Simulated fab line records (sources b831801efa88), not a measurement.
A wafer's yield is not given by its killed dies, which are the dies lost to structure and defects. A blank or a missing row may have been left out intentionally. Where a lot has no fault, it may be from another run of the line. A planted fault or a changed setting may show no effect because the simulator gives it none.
Problem report, 8D (eight disciplines) form, completed by code ; flow sky130 ; the parts of the form that need people (team, actions taken, sign-off) are left out

== 1. WHAT WENT WRONG ==
Wafers free of any fault read 238.6 (standard deviation 1) for VT_ADJUST_LVTN_TW at SKY_VT_ADJUST_LVTN_TW_MEAS_10, against a mean of 212.5 on 9 wafers of 3 lots. Measured from the usual mean, that is -26 standard deviations.
The first sign was on wafer L649.2 at day 9 09:21, on film metro-04. The record holds 45 wafers of 15 lots with a number at this step. Rule for "out" (also "out of limits"): further than 4 standard deviations from the usual mean. The rest of the wafers with a number are treated as sound.

== 2. WHAT IT IS AND WHAT IT IS NOT ==
question;is;is not
which readings at this step;VT_ADJUST_LVTN_TW;-
which lots;L649, L650, L651;L640, L641, L642, L643, L645, L652, L653, L656, L659, L660, L662, L663
which wafers of those lots;all that have a number;-
read on which gauges;film metro-03, film metro-04;film metro-02
when;from day 9 09:21;"up to then (15 sound wafers); but 21 sound wafers of L652, L653, L656, L659, L660, L662, L663 came after"

== 3. WHAT RULES OUT EACH SUSPECT ==
Counting: a tool stays on the suspect list if, at a process step up to the reading, it processed all lots that are out and no sound lot following the first of them.
- the gauge at SKY_VT_ADJUST_LVTN_TW_MEAS_10 is ruled out. 2 gauges (film metro-03, film metro-04) read the wafers that are out.
- implanter-02 at SKY_VT_ADJUST_LVTN_IMPLANT_08: kept. It processed each lot that is out, first L649 at day 9 09:07, and no sound lot thereafter; up to then, the last sound lot it processed was L642 at day 8 00:59. Its own readings are out on those wafers: dose ions cm2, faraday current uA.
Left after counting: implanter-02 at SKY_VT_ADJUST_LVTN_IMPLANT_08.

== 4. THE CAUSE (what the simulator had put in) ==
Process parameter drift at SKY_VT_ADJUST_LVTN_IMPLANT_08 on implanter-02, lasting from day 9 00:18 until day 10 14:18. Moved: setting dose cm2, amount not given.
This tool alone remained once counting was done.

== 5. SEQUENCE OF EFFECTS, ordered by route ==
One row per reading whose mean, taken over the struck wafers that have a number, lies over 3 standard deviations from the usual. Only readings whose record carries a usual standard deviation are examined. hours: median over the lots of the time between each lot's start at the first step of this table that gives one and its start at this step. sigmas: the change, counted in usual standard deviations.
hours;step;reading;usual;on struck wafers;change;sigmas
0;SKY_VT_ADJUST_LVTN_IMPLANT_08;dose ions cm2;1.5697e+12;1.0397e+12;-5.2998e+11;-99 or more
0;SKY_VT_ADJUST_LVTN_IMPLANT_08;faraday current uA;8.85;5.90;-2.95;-16
0;SKY_VT_ADJUST_LVTN_TW_MEAS_10;VT_ADJUST_LVTN_TW;238.6;212.5;-26.1;-26
It contains these process steps:
- SKY_VT_ADJUST_LVTN_IMPLANT_08

== 6. WHAT WOULD HAVE CAUGHT IT SOONER ==
The first out-of-limits reading at a measuring or inspecting step in this record came at day 9 09:21, 9 hours after the fault's start at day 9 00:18.
Tool's own readings at SKY_VT_ADJUST_LVTN_IMPLANT_08, dose ions cm2, faraday current uA: out on all struck wafers the step has rows for; an alarm limit on them would have tripped on the first.
L650, L651, from the lots that are out (3), started SKY_VT_ADJUST_LVTN_IMPLANT_08 on implanter-02 later than day 9 09:21. A hold on the tool at that time would have spared those 2.
